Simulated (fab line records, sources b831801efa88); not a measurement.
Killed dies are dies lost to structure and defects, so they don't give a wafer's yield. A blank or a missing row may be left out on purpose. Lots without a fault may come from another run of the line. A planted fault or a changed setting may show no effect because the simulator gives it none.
Which tool did it? | flow sfq_line | 15 lots, 45 wafers sampled, at 1 step of a route of 325

WHAT THE GAUGES READ, wafer by wafer
The record holds no reading of a measuring or inspecting step that can be judged against a usual standard deviation.

WHICH TOOL RAN EACH LOT (tool, then ch and the chambers of the sampled wafers, then the start)
lot  | SFQ_TRILAYER_L0_BARC_OPEN_METAL_ETCH_010
L978 | rie_metal-01 ch 0,1, day 4 09:31
L979 | rie_metal-01 ch 0,1, day 4 17:55
L980 | rie_metal-01 ch 0,1, day 4 23:56
L981 | rie_metal-04 ch 0,1, day 5 05:56
L982 | rie_metal-01 ch 0,1, day 5 11:25
L983 | rie_metal-04 ch 1, day 5 16:13
L984 | rie_metal-04 ch 1, day 5 22:13
L985 | rie_metal-03 ch 0,1, day 6 01:49
L986 | rie_metal-01 ch 0,1, day 6 08:51
L987 | rie_metal-03 ch 0,1, day 6 13:40
L988 | rie_metal-04 ch 0,1, day 6 19:39
L993 | rie_metal-01 ch 0,1, day 7 20:39
L994 | rie_metal-04 ch 0,1, day 8 01:27
L995 | rie_metal-03 ch 0,1, day 8 08:39
L996 | rie_metal-03 ch 0,1, day 8 18:10
- SFQ_TRILAYER_L0_BARC_OPEN_METAL_ETCH_010: etches BARC in O2, target depth 125 nm, time 41.7 s.

WHAT THE TOOLS THEMSELVES READ (means of the sampled wafers that have a number; where no wafer has one, the mark that the record gives instead)
SFQ_TRILAYER_L0_BARC_OPEN_METAL_ETCH_010. Usual: drypump_motor_current_A 5.90 A, standard deviation 0.29; oes_product_au 0.684 a.u., standard deviation 0.0045; rf_fwd_power_W 592.7 W, standard deviation 2.4; run_length_s 70.1 s, standard deviation 0.71.
lot  | tool         | drypump_motor_current_A (A) | oes_product_au (a.u.) | rf_fwd_power_W (W) | run_length_s (s) | flag
L978 | rie_metal-01 | 5.59                        | 0.681                 | 592.9              | 70.4             |
L979 | rie_metal-01 | 5.61                        | 0.685                 | 591.0              | 70.6             |
L980 | rie_metal-01 | 5.60                        | 0.688                 | 592.1              | 70.5             |
L981 | rie_metal-04 | 5.88                        | 0.683                 | 593.7              | 72.6             | OFF
L982 | rie_metal-01 | 5.59                        | 0.686                 | 592.6              | 70.3             |
L983 | rie_metal-04 | 5.92                        | 0.683                 | 594.8              | 69.7             |
L984 | rie_metal-04 | 5.93                        | 0.688                 | 595.5              | 69.8             |
L985 | rie_metal-03 | 6.17                        | 0.682                 | 595.4              | 69.8             |
L986 | rie_metal-01 | 5.60                        | 0.686                 | 592.6              | 70.4             |
L987 | rie_metal-03 | 6.30                        | 0.679                 | 594.6              | 70.0             |
L988 | rie_metal-04 | 5.83                        | 0.689                 | 593.8              | 69.5             |
L993 | rie_metal-01 | 5.61                        | 0.814                 | 590.2              | 60.8             | OFF
L994 | rie_metal-04 | 5.83                        | 0.819                 | 590.5              | 60.1             | OFF
L995 | rie_metal-03 | 6.16                        | 0.815                 | 592.0              | 60.2             | OFF
L996 | rie_metal-03 | 6.31                        | 0.815                 | 591.4              | 60.6             | OFF

THE ANSWER, worked out from the rows above alone
Rule: a lot is off if the mean of its wafers that have a number lies more than 3 standard deviations from the usual mean. A lot without any number at a reading at which 4 lots or more have one is off too. The other lots that the step has rows for count as sound. The gauges are gone through in route order, then the tools' own readings, and for those a lot's mean is taken as printed above. The first step at which some lot is off is used, and at that step the reading that is off furthest; a lot without a number counts as furthest.
Off: L993, L994, L995, L996, at SFQ_TRILAYER_L0_BARC_OPEN_METAL_ETCH_010 (oes_product_au).
A tool fits if, at that step or a process step before it, it ran every lot that is off, and no sound lot after the first of them. None of those tried fits.

WHAT THE SIMULATOR HAD PUT IN
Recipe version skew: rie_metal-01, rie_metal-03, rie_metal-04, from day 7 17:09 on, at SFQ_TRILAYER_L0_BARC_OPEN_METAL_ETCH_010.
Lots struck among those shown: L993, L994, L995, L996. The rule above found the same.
